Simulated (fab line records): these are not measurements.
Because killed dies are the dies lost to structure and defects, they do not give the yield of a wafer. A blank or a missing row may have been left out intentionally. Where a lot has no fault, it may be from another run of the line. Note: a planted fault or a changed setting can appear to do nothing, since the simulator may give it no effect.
Struck lot and sound lot, side by side + flow gf180mcu + 14 out of 602 route steps
Sound: wafers L615.1, L615.4, L615.5. The struck wafers were L602.1, L602.2, L602.3. The cause is given at the end.
For every step that has rows: the tool of each side, followed by ch and its chambers, followed by its first start. Under that, the readings that differ: sound wafers + struck wafers + difference of the means + sigmas: that difference in standard deviations of wafers without a fault.
alike: words and numbers the same on both sides, and readings whose means are apart by under 2 such deviations; not compared: readings that were withheld, readings missing a value for some wafer, numbers with overlapping values and no deviation given by the record, and bounds like >300 which may hide the same value.
Wherever a step has rows on one side only, a row that says differs or no value, or a row with sigmas, the two part there. Non-overlapping numbers with no deviation appear without sigmas and do not part them. A reading missing from all wafers of one side parts the sides only when that side holds two or more wafers.

first, 1 step without rows for these wafers: GF_LVPWELL_DEVELOP_06 (develop time 60 s).
GF_LVPWELL_OVL_MEAS_07:
  sound: overlay-01 at day 9 03:41; struck: overlay-01 at day 6 00:29
  alike: LVPWELL_OVL
then, 2 steps without rows for these wafers: GF_LVPWELL_IMPLANT_08; GF_LVPWELL_IMPLANT_09.
GF_LVPWELL_STRIP_10: strips in O2/N2.
  sound on plasmaAsher-04 ch 0, day 9 04:01; struck on plasmaAsher-02 ch 0,1, day 6 00:49
| reading             | sound             | struck            | difference | sigmas |
|---------------------|-------------------|-------------------|------------|--------|
| oesProductAu (a.u.) | 0.716 0.715 0.718 | 0.729 0.729 0.723 | +0.011     | +2     |
  alike: drypumpMotorCurrentA, heaterPowerW, stripTimeToEndpointS
  not compared: rfHoursCounterH
GF_LVPWELL_TW_MEAS_11:
  sound: filmMetro-01 at day 9 04:07; struck: filmMetro-01 at day 6 00:55
  alike: LVPWELL_TW
then, 6 steps without rows for these wafers: GF_MVSD_DEHYDRATE_00 (time 60 s); GF_MVSD_HMDS_01 (prime time 60 s); GF_MVSD_COAT_02 (resist thk 3000 nm); GF_MVSD_SOFTBAKE_03; GF_MVSD_EXPOSE_04 (exposes mask MVSD, target cd 1000 nm); GF_MVSD_PEB_05.
GF_MVSD_DEVELOP_06: develop time 60 s.
  sound on lithoTrack-02 ch 0, day 9 21:00; struck on lithoTrack-03, day 6 16:00
  no value came back on the struck wafers for chillPlateTempC (C), developTimeS (s), developerTempC (C); on the sound wafers chillPlateTempC (C) reads 23.11 23.07 23.03
GF_MVSD_OVL_MEAS_07:
  sound: overlay-01 at day 9 21:35; struck: overlay-02 at day 6 16:19
| reading       | sound         | struck | difference                    | sigmas |
|---------------|---------------|--------|-------------------------------|--------|
| MVSD_OVL (nm) | -0.1 -0.8 1.3 | - - -  | no value on the struck wafers |        |

== WHERE THEY PART ==
First at GF_LVPWELL_STRIP_10; last, within this record, at GF_MVSD_OVL_MEAS_07.

WHY: whatever the simulator had introduced
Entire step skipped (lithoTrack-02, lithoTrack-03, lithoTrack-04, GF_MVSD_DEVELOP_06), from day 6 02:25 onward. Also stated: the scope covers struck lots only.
